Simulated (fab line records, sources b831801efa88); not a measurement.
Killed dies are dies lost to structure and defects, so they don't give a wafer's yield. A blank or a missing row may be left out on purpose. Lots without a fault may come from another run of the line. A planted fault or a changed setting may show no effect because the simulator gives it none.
Which tool did it? | flow sky130 | 13 lots, 39 wafers sampled, at 4 steps of a route of 708

WHAT THE GAUGES READ, wafer by wafer
SKY_METAL5_RS_MEAS_05: measures by four-point-probe.
lot  | measured     | on            | METAL5_ALCU_RS (ohm/sq)
L464 | day 42 15:23 | film_metro-03 | 0.02724 0.02716 0.02763
L465 | day 43 01:05 | film_metro-03 | 0.02761 0.0276 0.02765
L466 | day 43 12:02 | film_metro-01 | 0.02728 0.02723 0.02726
L468 | day 44 06:22 | film_metro-01 | 0.02755 0.02697 0.02754
L469 | day 44 14:27 | film_metro-01 | 0.02734 0.02738 0.02763
L472 | day 45 08:17 | film_metro-01 | 0.02706 0.02703 0.02683
L473 | day 45 10:04 | film_metro-01 | 0.02731 0.02757 0.02739
L474 | day 45 21:41 | film_metro-01 | 0.02724 0.02721 0.02722
L475 | day 46 05:41 | film_metro-01 | 0.02699 0.02711 0.02705
L476 | day 46 10:16 | film_metro-01 | 0.02706 0.02722 0.02746
L478 | day 46 17:35 | film_metro-01 | 0.02745 0.02725 0.02783
L483 | day 48 01:17 | film_metro-03 | 0.0225 0.02731 0.02769
L487 | day 48 19:10 | film_metro-01 | 0.02685 0.02682 0.0266

SKY_METAL5_THK_MEAS_06: measures by xrf.
lot  | measured     | on            | METAL5_ALCU_THK (nm)
L464 | day 42 15:31 | film_metro-03 | 1134 1135 1123
L465 | day 43 01:12 | film_metro-03 | 1124 1121 1120
L466 | day 43 12:08 | film_metro-01 | 1137 1150 1141
L468 | day 44 06:28 | film_metro-01 | 1137 1154 1132
L469 | day 44 14:34 | film_metro-01 | 1142 1137 1136
L472 | day 45 08:23 | film_metro-01 | 1151 1152 1164
L473 | day 45 10:10 | film_metro-01 | 1138 1131 1140
L474 | day 45 21:47 | film_metro-01 | 1143 1145 1137
L475 | day 46 05:49 | film_metro-01 | 1159 1155 1150
L476 | day 46 10:23 | film_metro-01 | 1151 1146 1134
L478 | day 46 17:41 | film_metro-01 | 1142 1149 1126
L483 | day 48 01:24 | film_metro-03 | 1383 1145 1130
L487 | day 48 19:17 | film_metro-01 | 1161 1158 1168

WHICH TOOL RAN EACH LOT (tool, then ch and the chambers of the sampled wafers, then the start)
lot  | SKY_VIA3_STRIP_16                    | SKY_METAL5_SPUTTER_02
L464 | plasma_asher-02 ch 0,1, day 39 10:49 | pvd_sputter-01, day 42 15:16
L465 | plasma_asher-02 ch 0,1, day 39 20:51 | pvd_sputter-02, day 43 00:58
L466 | plasma_asher-04 ch 0,1, day 40 08:20 | pvd_sputter-01, day 43 11:52
L468 | plasma_asher-02 ch 0,1, day 41 02:08 | pvd_sputter-03, day 44 06:12
L469 | plasma_asher-04 ch 0,1, day 41 11:28 | pvd_sputter-02, day 44 14:20
L472 | plasma_asher-01 ch 0,1, day 42 06:31 | pvd_sputter-01, day 45 08:08
L473 | plasma_asher-04 ch 0,1, day 42 08:09 | pvd_sputter-01, day 45 09:55
L474 | plasma_asher-02 ch 0,1, day 42 23:01 | pvd_sputter-02, day 45 21:32
L475 | plasma_asher-04 ch 0,1, day 43 06:40 | pvd_sputter-01, day 46 05:34
L476 | plasma_asher-02 ch 0,1, day 43 07:49 | pvd_sputter-02, day 46 10:09
L478 | plasma_asher-02 ch 1, day 43 20:25   | pvd_sputter-01, day 46 17:27
L483 | plasma_asher-02 ch 0,1, day 45 07:04 | pvd_sputter-01, day 48 01:09
L487 | plasma_asher-01 ch 0,1, day 46 03:58 | pvd_sputter-03, day 48 19:03
- SKY_VIA3_STRIP_16: strips in O2/N2.
- SKY_METAL5_SPUTTER_02: material AlCu, target thk 1150 nm, time 61.2 s.

WHAT THE TOOLS THEMSELVES READ (means of the sampled wafers that have a number; where no wafer has one, the mark that the record gives instead)
SKY_VIA3_STRIP_16.
lot  | tool            | drypump_motor_current_A (A) | oes_product_au (a.u.) | strip_time_to_endpoint_s (s)
L464 | plasma_asher-02 | 6.0                         | 0.399                 | 4.143
L465 | plasma_asher-02 | 6.3                         | 0.404                 | 4.120
L466 | plasma_asher-04 | 5.9                         | 0.401                 | 4.143
L468 | plasma_asher-02 | 6.0                         | 0.396                 | 4.097
L469 | plasma_asher-04 | 5.7                         | 0.406                 | 4.143
L472 | plasma_asher-01 | 4.9                         | 0.401                 | 4.108
L473 | plasma_asher-04 | 5.9                         | 0.401                 | 4.143
L474 | plasma_asher-02 | 6.3                         | 0.402                 | 4.098
L475 | plasma_asher-04 | 5.9                         | 0.398                 | 4.078
L476 | plasma_asher-02 | 6.3                         | 0.405                 | 4.130
L478 | plasma_asher-02 | 5.8                         | 0.401                 | 4.087
L483 | plasma_asher-02 | 6.0                         | 0.397                 | 4.118
L487 | plasma_asher-01 | 4.9                         | 0.403                 | 4.086

SKY_METAL5_SPUTTER_02.
lot  | tool           | throttle_valve_pct (%)
L464 | pvd_sputter-01 | 30.1
L465 | pvd_sputter-02 | 30.1
L466 | pvd_sputter-01 | 30.2
L468 | pvd_sputter-03 | 30.1
L469 | pvd_sputter-02 | 30.2
L472 | pvd_sputter-01 | 30.1
L473 | pvd_sputter-01 | 31.1
L474 | pvd_sputter-02 | 30.2
L475 | pvd_sputter-01 | 30.0
L476 | pvd_sputter-02 | 30.4
L478 | pvd_sputter-01 | 30.5
L483 | pvd_sputter-01 | 30.9
L487 | pvd_sputter-03 | 29.9

THE ANSWER, worked out from the rows above alone
Rule: what is usual is taken from the lots themselves. Put in order of their means at a reading, lots are off if they are a third of the lots or fewer, leave a main group of 4 or more, and stand apart from it by a gap of 3 or more times the standard deviation of the main group's means; of several such gaps the widest counts. A main group whose means are all the same, to the digits that the tables above print for the reading, isn't used. A lot without any number at a reading at which 4 lots or more have one is off too. The other lots that the step has rows for count as sound. The gauges are gone through in route order, then the tools' own readings, and for those a lot's mean is taken as printed above. The first step at which some lot is off is used, and at that step the reading that is off furthest; a lot without a number counts as furthest.
Off: L483, at SKY_METAL5_RS_MEAS_05 (METAL5_ALCU_RS). The main group: mean 0.02727 ohm/sq, standard deviation 0.00023.
A tool fits if, at a process step before that reading, it ran every lot that is off, and no sound lot after the first of them. The gauges at SKY_METAL5_RS_MEAS_05 are tried like those tools. Can't be told from this: 3 tools fit, plasma_asher-02 at SKY_VIA3_STRIP_16, pvd_sputter-01 at SKY_METAL5_SPUTTER_02, film_metro-03 at SKY_METAL5_RS_MEAS_05.

WHAT THE SIMULATOR HAD PUT IN
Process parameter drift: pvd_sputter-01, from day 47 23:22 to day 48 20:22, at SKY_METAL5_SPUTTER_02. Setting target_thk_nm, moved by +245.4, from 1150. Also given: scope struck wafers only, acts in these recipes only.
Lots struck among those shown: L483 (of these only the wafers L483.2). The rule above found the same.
